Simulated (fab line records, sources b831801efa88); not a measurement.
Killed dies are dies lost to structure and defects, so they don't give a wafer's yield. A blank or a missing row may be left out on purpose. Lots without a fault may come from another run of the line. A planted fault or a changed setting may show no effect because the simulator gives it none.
Which tool did it? | flow sky130 | 14 lots, 42 wafers sampled, at 2 steps of a route of 708

WHAT THE GAUGES READ, wafer by wafer
The record holds no reading of a measuring or inspecting step that can be judged against a usual standard deviation.

WHICH TOOL RAN EACH LOT (tool, then ch and the chambers of the sampled wafers, then the start)
lot  | SKY_POLY_GATE_CLEAN_19          | SKY_PAD_OPEN_PROBE_99
L166 | wet_bench-03 ch 2, day 16 23:39 | -
L167 | wet_bench-04 ch 1, day 17 07:57 | -
L168 | wet_bench-03 ch 2, day 17 18:43 | -
L170 | wet_bench-03 ch 0, day 18 09:34 | -
L171 | wet_bench-03 ch 0, day 18 19:21 | -
L172 | wet_bench-03 ch 0, day 19 02:48 | -
L173 | wet_bench-03 ch 2, day 19 06:55 | -
L174 | wet_bench-03 ch 2, day 19 20:48 | -
L175 | wet_bench-03 ch 3, day 20 11:07 | -
L176 | wet_bench-03 ch 1, day 20 17:46 | prober-02, day 49 02:52
L180 | wet_bench-03 ch 1, day 21 21:09 | prober-02, day 49 20:52
L187 | wet_bench-03 ch 0, day 24 11:40 | -
L186 | wet_bench-01 ch 1, day 24 17:34 | -
L189 | wet_bench-01 ch 2, day 25 05:48 | -
- SKY_POLY_GATE_CLEAN_19: cleans in SC1/SC2, time 150 s.
- SKY_PAD_OPEN_PROBE_99

WHAT THE TOOLS THEMSELVES READ (means of the sampled wafers that have a number; where no wafer has one, the mark that the record gives instead)
SKY_PAD_OPEN_PROBE_99. Usual: killed_at_M0_to_M3 44, standard deviation 6.9; killed_at_M4_up 3.1, standard deviation 1.7; killed_at_contacts 25, standard deviation 5.6; killed_at_front_end 14, standard deviation 4.3; killed_at_other 0.3, standard deviation 0.51; killed_dies 86, standard deviation 9.8; killed_open 47, standard deviation 6.5; killed_short 39, standard deviation 6.6.
lot  | tool      | killed_at_M0_to_M3 | killed_at_M4_up | killed_at_contacts | killed_at_front_end | killed_at_other | killed_dies | killed_open | killed_short | flag
L176 | prober-02 | 45                 | 3.7             | 19                 | 35                  | 0.0             | 102         | 38          | 42           | OFF
L180 | prober-02 | 34                 | 2.0             | 25                 | 39                  | 0.3             | 100         | 42          | 35           | OFF

THE ANSWER, worked out from the rows above alone
Rule: a lot is off if the mean of its wafers that have a number lies more than 3 standard deviations from the usual mean. A lot without any number at a reading at which 4 lots or more have one is off too. The other lots that the step has rows for count as sound. The gauges are gone through in route order, then the tools' own readings, and for those a lot's mean is taken as printed above. The first step at which some lot is off is used, and at that step the reading that is off furthest; a lot without a number counts as furthest.
Off: L176, L180, at SKY_PAD_OPEN_PROBE_99 (killed_at_front_end). Neither off nor sound, because the step has no rows for them: L166, L167, L168, L170, L171, L172, L173, L174, L175, L187, L186, L189.
A tool fits if, at that step or a process step before it, it ran every lot that is off, and no sound lot after the first of them. Can't be told from this: 2 tools fit, wet_bench-03 at SKY_POLY_GATE_CLEAN_19, prober-02 at SKY_PAD_OPEN_PROBE_99.

WHAT THE SIMULATOR HAD PUT IN
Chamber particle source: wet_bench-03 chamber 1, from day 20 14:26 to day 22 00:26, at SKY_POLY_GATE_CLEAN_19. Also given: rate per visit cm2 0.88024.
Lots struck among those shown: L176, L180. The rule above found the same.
